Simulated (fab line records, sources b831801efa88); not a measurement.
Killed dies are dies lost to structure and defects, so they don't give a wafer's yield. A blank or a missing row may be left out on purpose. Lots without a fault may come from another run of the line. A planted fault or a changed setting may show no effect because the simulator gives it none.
fab line records | flow sky130
record lots=14 wafers=42 last_day=50
route steps=708 shown LDD_N@250 PAD_OPEN@708
lots that met no fault: from a run of the same line without faults
start_h: hours from the record's first day to the start of the lot's first wafer shown | wait_h: hours since the lot's step before | " the same as in the row above | L1.1+2: a row that stands for several wafers | - no value, or no start given | * or withheld: withheld | < > ~ a bound
route shown NAME@n: a module of which the file shows steps, and the number in the route of the first | usual: mean/standard deviation of fault-free wafers | same: alike in all rows | chamber/n: place in a boat | sites: the reading at each site | _std_site: their standard deviation | _edge_site: outer sites' mean less inner sites' | radius_mm: how far each site lies from the wafer's centre | mask NAME#n: copy n | behind: the tool/chamber that last shaped the wafer | hold: why the lot was held/for how many hours/how that ended | device: the transistor (n, p or np) that didn't switch | end of line: the same wafers' tests at the end of the route | a step without rows: its recipe alone | killed: dies lost to structure and defects at the first sort, not the wafer's yield | map: a wafer's dies, x killed, . not, _ none there
set.NAME: the setting as run; set.NAME@STEP: as run at that earlier step | model.NAME: the simulator's own value behind a step, which no gauge read
steps of the route over a sample of lots; a table a step, a row a wafer
services: from which hour (start_h, from the record's first day; less than 0 if before it) a tool's chamber was out of use, for how many hours, and why
## steps
# step SKY_LDD_N_IMPLANT_13
# recipe species=BF2 energy_kev=50 dose_cm2=5e+12 tilt_deg=30 rotation_deg=90
# usual dose_ions_cm2=5.002e+12/4.9e+09 end_station_pressure_torr=5e-06/2.8e-07 faraday_current_uA=28.2/0.61
# columns lot.wafer tool chamber start_h wait_h dose_ions_cm2 end_station_pressure_torr faraday_current_uA
L532.3 implanter-03 0 419.97 0.1 5.006e+12 4.87e-06 28.6
L532.5 " 0 " " 4.999e+12 5.2e-06 27.9
L532.6 " 0 " " 4.994e+12 4.78e-06 28.2
L533.1 implanter-01 0 420.14 0.1 5.006e+12 5.25e-06 27.9
L533.2 " 0 " " 5.001e+12 4.76e-06 27.0
L533.5 " 0 " " 5.004e+12 4.99e-06 29.4
L534.1 implanter-01 0 427.46 0.1 5.002e+12 4.74e-06 28.4
L534.2 " 0 " " 5.004e+12 4.91e-06 28.8
L534.3 " 0 " " 5.007e+12 4.73e-06 27.7
L535.1 implanter-01 0 439.34 0.1 4.997e+12 5.37e-06 28.2
L535.3 " 0 " " 5.001e+12 4.94e-06 27.5
L535.6 " 0 " " 5.004e+12 4.82e-06 28.3
L536.3 implanter-02 0 446.12 0.1 5.005e+12 4.99e-06 28.3
L536.4 " 0 " " 5.003e+12 4.78e-06 27.0
L536.5 " 0 " " 5.011e+12 4.51e-06 28.5
L537.1 implanter-01 0 465.44 0.1 4.998e+12 5.31e-06 28.6
L537.2 " 0 " " 5.008e+12 5.47e-06 28.5
L537.3 " 0 " " 4.992e+12 4.91e-06 29.2
L538.3 implanter-01 0 468.86 0.1 5e+12 4.39e-06 29.7
L538.4 " 0 " " 4.995e+12 4.87e-06 27.8
L538.6 " 0 " " 4.995e+12 4.4e-06 28.9
L539.1 implanter-01 0 472.56 0.1 2.077e+12 4.61e-06 11.7
L539.2 " 0 " " 2.075e+12 4.83e-06 11.9
L539.4 " 0 " " 2.077e+12 5.12e-06 11.6
L540.1 implanter-01 0 482.16 0.1 2.075e+12 4.62e-06 11.6
L540.3 " 0 " " 2.078e+12 5.74e-06 11.4
L540.4 " 0 " " 2.067e+12 5.4e-06 11.5
L548.1 implanter-01 0 553.06 0.1 5.01e+12 5.04e-06 27.3
L548.5 " 0 " " 5.002e+12 4.66e-06 29.1
L548.6 " 0 " " 5.005e+12 4.87e-06 28.6
L549.2 implanter-02 0 561.99 0.1 4.998e+12 5.43e-06 28.4
L549.5 " 0 " " 4.997e+12 4.82e-06 28.6
L549.6 " 0 " " 4.999e+12 4.45e-06 28.9
L550.1 implanter-02 0 571.09 0.1 4.998e+12 5.19e-06 28.5
L550.3 " 0 " " 4.99e+12 5.28e-06 28.1
L550.4 " 0 " " 5.003e+12 4.8e-06 28.4
L552.2 implanter-01 0 581.12 0.1 5.003e+12 5.12e-06 28.7
L552.4 " 0 " " 4.998e+12 4.66e-06 29.0
L552.6 " 0 " " 5.003e+12 4.99e-06 28.1
L553.4 implanter-02 0 598.59 0.1 4.996e+12 5.59e-06 27.8
L553.5 " 0 " " 5.005e+12 5.35e-06 28.8
L553.6 " 0 " " 4.996e+12 5.27e-06 27.9
# step SKY_PAD_OPEN_PROBE_99
# usual killed_at_M0_to_M3=43/6.6 killed_at_M4_up=3.4/1.8 killed_at_contacts=24/4.9 killed_at_front_end=15/4.1 killed_at_other=0.3/0.55 killed_dies=85/8.8 killed_open=46/6.1 killed_short=39/5.7
# same gross_dies=492 killed_at_back_side=0
# columns lot.wafer tool chamber start_h wait_h killed_at_M0_to_M3 killed_at_M4_up killed_at_contacts killed_at_front_end killed_at_other killed_dies killed_open killed_short
L534.1 prober-01 - 1095.58 0.1 32 3 22 16 1 74 41 33
L534.2 prober-01 - 1095.63 0.1 37 3 21 7 0 68 36 32
L534.3 prober-01 - 1095.68 0.2 44 5 24 13 0 86 44 42
L539.1 prober-02 - 1124.86 0.1 52 3 28 10 0 93 57 36
L539.2 prober-02 - 1124.91 0.1 38 4 22 15 1 80 40 40
L539.4 prober-02 - 1125.01 0.2 44 2 20 9 0 75 38 37
L550.1 prober-01 - 1183.51 0.1 41 3 14 11 0 69 37 32
L550.3 prober-01 - 1183.61 0.2 38 3 19 12 1 73 32 41
L550.4 prober-01 - 1183.66 0.2 58 3 25 13 0 99 49 50
# killed by level:class
L534.1 VIA1:geometric_particle:open=10 LI_CONTACT:geometric_particle:open=7 CONTACT:geometric_particle:open=5 FIELD_ISO:geometric_particle:open=4 POLY_GATE:geometric_particle:open=4 CONTACT:geometric_particle:short=4 VIA1:geometric_particle:short=4 VIA3:geometric_particle:open=4
L534.2 VIA1:geometric_particle:open=8 VIA2:geometric_particle:open=7 CONTACT:geometric_particle:open=7 LI_CONTACT:geometric_particle:open=5 METAL1:geometric_particle:short=5 LOCAL_INTERCONNECT:geometric_particle:short=4 METAL2:geometric_particle:short=4 POLY_GATE:geometric_particle:open=3
L534.3 CONTACT:geometric_particle:open=9 VIA2:geometric_particle:open=9 METAL1:geometric_particle:short=8 VIA3:geometric_particle:open=7 LI_CONTACT:geometric_particle:open=6 POLY_GATE:geometric_particle:short=5 LOCAL_INTERCONNECT:geometric_particle:short=4 METAL2:geometric_particle:short=4
L539.1 VIA1:geometric_particle:open=11 LI_CONTACT:geometric_particle:open=8 VIA2:geometric_particle:open=8 VIA3:geometric_particle:open=7 POLY_GATE:geometric_particle:open=6 CONTACT:geometric_particle:open=6 METAL2:geometric_particle:short=6 CONTACT:geometric_particle:short=5
L539.2 CONTACT:geometric_particle:open=7 VIA1:geometric_particle:open=7 POLY_GATE:geometric_particle:short=6 LI_CONTACT:geometric_particle:open=6 METAL1:geometric_particle:short=6 METAL2:geometric_particle:short=5 VIA3:geometric_particle:open=5 FIELD_ISO:geometric_particle:open=4
L539.4 VIA3:geometric_particle:open=11 VIA1:geometric_particle:open=9 LI_CONTACT:geometric_particle:open=5 LOCAL_INTERCONNECT:geometric_particle:short=4 CONTACT:geometric_particle:short=4 CONTACT:geometric_particle:open=4 METAL2:geometric_particle:short=4 VIA2:geometric_particle:open=4
L550.1 METAL1:geometric_particle:short=9 VIA2:geometric_particle:open=7 LI_CONTACT:geometric_particle:open=6 VIA3:geometric_particle:open=6 POLY_GATE:geometric_particle:open=4 CONTACT:geometric_particle:open=4 VIA2:geometric_particle:short=4 METAL2:geometric_particle:short=3
L550.3 CONTACT:geometric_particle:open=8 VIA1:geometric_particle:open=7 VIA1:geometric_particle:short=6 VIA2:geometric_particle:open=6 VIA2:geometric_particle:short=5 FIELD_ISO:geometric_particle:short=4 POLY_GATE:geometric_particle:short=4 LI_CONTACT:geometric_particle:open=4
L550.4 METAL2:geometric_particle:short=12 CONTACT:geometric_particle:open=11 METAL1:geometric_particle:short=10 VIA2:geometric_particle:open=9 VIA1:geometric_particle:open=8 VIA3:geometric_particle:short=6 FIELD_ISO:geometric_particle:open=5 POLY_GATE:geometric_particle:short=5
## services
# columns tool chamber start_h hours kind
implanter-02 - 398.57 4.9 repair
implanter-03 - 431.58 5.6 pm
implanter-01 - 435.99 2.4 repair
implanter-03 - 462.92 3.6 pm
implanter-02 - 472.04 24.0 pm
implanter-02 - 505.51 2.9 repair
implanter-01 - 530.21 5.2 repair
implanter-02 - 544.04 1.8 repair
## key
first_sign step=SKY_LDD_N_IMPLANT_13 reading=dose_ions_cm2 direction=down sigmas=99+ usual=* struck=*
effect step=SKY_LDD_N_IMPLANT_13 reading=faraday_current_uA direction=down sigmas=27 usual=28.2 struck=11.6
met_at SKY_LDD_N_IMPLANT_13
struck_lots L539,L540
tester_left_out L539,L540
onset_between 468.86 472.56
fault kind=process_parameter_drift tool=implanter-01 chamber=- onset_h=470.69 steps=SKY_LDD_N_IMPLANT_13 channel=dose_cm2 offset=* shape=step end_h=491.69 acts_in=* stated=*
# tester_left_out: of these lots the tester's yield and bins aren't shown, on N5 and GAA mostly nor the transistor test; their killed dies are dies lost to structure and defects alone, not to doping, threshold or leakage, so they don't give the yield
